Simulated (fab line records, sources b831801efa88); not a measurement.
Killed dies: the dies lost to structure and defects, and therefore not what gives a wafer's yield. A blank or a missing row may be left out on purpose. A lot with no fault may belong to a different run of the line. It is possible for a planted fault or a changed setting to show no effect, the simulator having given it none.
2 desks, one fault :: flow sky130 :: every desk sees just its own numbers, and what lay behind them comes last

FROM THE METROLOGY DESK
Lot by lot, what the gauges showed, no matter which tool ran the lot: averages of those sampled wafers that carry a number. Any lot whose mean is over 4 standard deviations away from the usual mean is out of limits and marked OUT; that distance is given in the brackets.
Columns: A = CONTACT_BOW at SKY_CONTACT_BOW_MEAS_05, usual 81 um; B = METAL2_ALCU_RS at SKY_METAL2_RS_MEAS_05, usual 0.1263 ohm/sq; C = METAL2_ALCU_THK at SKY_METAL2_THK_MEAS_06, usual 251.7 nm
lot: L262
first seen here: day 31 06:51
A: 80
B: 0.1263
C: 251.5

lot: L263
first seen here: day 31 13:14
A: 86
B: 0.1255
C: 252.1

lot: L266
first seen here: day 32 23:57
A: 85
B: 0.1279
C: 247.2

lot: L267
first seen here: day 33 01:56
A: 81
B: 0.1260
C: 253.0

lot: L269
first seen here: day 33 17:10
A: 75
B: 0.1272
C: 251.2

lot: L270
first seen here: day 34 01:01
A: 80
B: 0.1257
C: 253.5

lot: L273
first seen here: day 34 22:38
A: 75
B: 0.1261
C: 252.9

lot: L278
first seen here: day 36 07:02
A: 90
B: 0.1166 (-8.8) OUT
C: 267.0 (+6.1) OUT

lot: L280
first seen here: day 37 01:37
A: 79
B: 0.1170 (-8.4) OUT
C: 264.3 (+5.1) OUT

lot: L282
first seen here: day 37 08:05
A: 76
B: 0.1270
C: 250.9
This desk's result: L278, L280 out of limits, first on L278 (METAL2_ALCU_RS at SKY_METAL2_RS_MEAS_05), day 39 17:16. L262, L263, L266, L267, L269, L270, L273, L282: within limits.

FOR THE TOOL OWNER'S DESK: pvd sputter-01
The tool's own readings at SKY_METAL2_SPUTTER_02 (material AlCu, target thk 250 nm, time 13.3 s): means of the sampled wafers that have a number, for each lot that ran on this tool. Any lot whose mean is over 4 standard deviations away from the usual mean is out of limits and marked OUT; that distance is given in the brackets.
Columns: A = chamber pressure pa at SKY_METAL2_SPUTTER_02, usual 0.4001 Pa; B = throttle valve pct at SKY_METAL2_SPUTTER_02, usual 30.2 %
lot: L262
first seen here: day 34 19:23
A: 0.4005
B: 31.5

lot: L263
first seen here: day 35 03:41
A: 0.4002
B: 32.2

lot: L267
first seen here: day 36 13:56
A: 0.4003
B: 30.6

lot: L269
first seen here: day 37 05:21
A: 0.4007
B: 31.9

lot: L270
first seen here: day 37 13:32
A: 0.4003
B: 31.2

lot: L278
first seen here: day 39 17:11
A: 0.3010 (-99 or more) OUT
B: 35.4 (+4.0) OUT

lot: L280
first seen here: day 40 11:02
A: 0.3018 (-98) OUT
B: 37.0 (+5.3) OUT
This desk's finding: out of limits on L278, L280; first on L278, day 39 17:11 (chamber pressure pa at SKY_METAL2_SPUTTER_02). L262, L263, L267, L269, L270: within limits.

ALL TOGETHER
At day 39 17:11, on L278, L280, the tool owner's desk was in a position to raise an alarm.
L278, L280 would have let the metrology desk raise an alarm at day 39 17:16.
Of the lots named, all ran SKY_METAL2_SPUTTER_02 on pvd sputter-01.

WHAT THE SIMULATOR HAD INSERTED
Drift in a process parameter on pvd sputter-01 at SKY_METAL2_SPUTTER_02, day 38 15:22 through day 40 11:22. The setting chamber pressure pa was moved by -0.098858, starting from 0.4. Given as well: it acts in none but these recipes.
Struck lots among those shown: L278, L280.
Fault start to first reading out of limits, in hours, per desk: tool owner, 26; metrology, 26.
